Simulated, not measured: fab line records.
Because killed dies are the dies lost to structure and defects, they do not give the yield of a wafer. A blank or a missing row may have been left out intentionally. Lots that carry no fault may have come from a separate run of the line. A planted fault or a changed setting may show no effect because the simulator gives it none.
Code-filled problem report in 8D (eight disciplines) form | flow gf180mcu | the parts of the form that need people (team, actions taken, sign-off) are left out

## 1. THE ISSUE
Across 6 wafers from 2 lots, MVSD_TW at GF_MVSD_TW_MEAS_11 averages 1452, while fault-free wafers read 1587 with a standard deviation of 9.9. Relative to the usual mean, that is a shift of -14 standard deviations.
Earliest sighting: wafer L955.2 on filmMetro-03 at day 6 10:46. The record has a number at this step for 36 wafers belonging to 12 lots. The rule behind "out" and "out of limits": a value lying over 4 standard deviations away from the usual mean. All remaining wafers that have a number are taken as sound.

## 2. WHAT IT IS, WHAT IT ISN'T
question                    | is                         | is not
which readings at this step | MVSD_TW                    | -
which lots                  | L955, L957                 | L947, L954, L960, L961, L962, L963, L964, L965, L966, L969
which wafers of those lots  | all that have a number     | -
read on which gauges        | filmMetro-01, filmMetro-03 | filmMetro-04
when                        | from day 6 10:46           | up to then (6 sound wafers); but 24 sound wafers of L960, L961, L962, L963, L964, L965, L966, L969 came after

## 3. SUSPECTS, AND WHAT RULES EACH OUT
Counting: a tool at a process step up to the reading stays a suspect if it ran every lot that is out and no sound lot after the first of them.
- the gauge at GF_MVSD_TW_MEAS_11: ruled out. Those wafers that are out were read across 2 gauges (filmMetro-01, filmMetro-03).
- implanter-03 at GF_MVSD_IMPLANT_08: kept. It processed each lot that is out, first L955 at day 6 10:23, and no sound lot thereafter; up to then, the last sound lot it processed was L954 at day 6 04:35. Its own readings are out on those wafers: doseIonsCm2, faradayCurrentUA.
Left after counting: implanter-03 at GF_MVSD_IMPLANT_08.

## 4. THE CAUSE (what the simulator had put in)
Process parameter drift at GF_MVSD_IMPLANT_08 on implanter-03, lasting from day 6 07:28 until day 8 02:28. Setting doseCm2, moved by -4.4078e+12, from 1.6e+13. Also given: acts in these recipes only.
The count eliminated every tool but this one.

## 5. THE EFFECT CHAIN, in route order
One row per reading whose mean, taken over the struck wafers that have a number, lies over 3 standard deviations from the usual. Readings are gone through only where the record gives a usual standard deviation; hours: the median, over the lots, of the time from a lot's start at the first step in this table giving one to that lot's start at this step; sigmas: the change measured in usual standard deviations.
hours | step                     | reading          | usual        | on struck wafers | change      | sigmas
0     | GF_MVSD_IMPLANT_08       | doseIonsCm2      | 1.6005e+13   | 1.1588e+13       | -4.4173e+12 | -99 or more
0     | GF_MVSD_IMPLANT_08       | faradayCurrentUA | 90.0         | 65.1             | -24.9       | -14
0     | GF_MVSD_TW_MEAS_11       | MVSD_TW          | 1587         | 1452             | -136        | -14
87    | GF_VT_IMPLANT_RS_MEAS_46 | MVSD_RS          | 456.1 ohm/sq | 537.5            | +81.4       | +68
Process steps it contains:
- GF_MVSD_IMPLANT_08
At these later measuring or inspecting steps, every struck wafer for which the step has a row has a number for every such reading, and none has moved that far: GF_CONTACT_OVL_MEAS_15.

## 6. HOW IT WOULD HAVE BEEN CAUGHT EARLIER
Counted from the fault's start at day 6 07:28, it took 3 hours until the first out-of-limits reading at a measuring or inspecting step in this record, taken at day 6 10:46.
The tool's own readings at GF_MVSD_IMPLANT_08 were out on every struck wafer that the step has a row for (doseIonsCm2, faradayCurrentUA): an alarm limit on them would have fired on the first of those.
L957, from the lots that are out (2), started GF_MVSD_IMPLANT_08 on implanter-03 later than day 6 10:46. Putting the tool on hold at that point would have spared it.
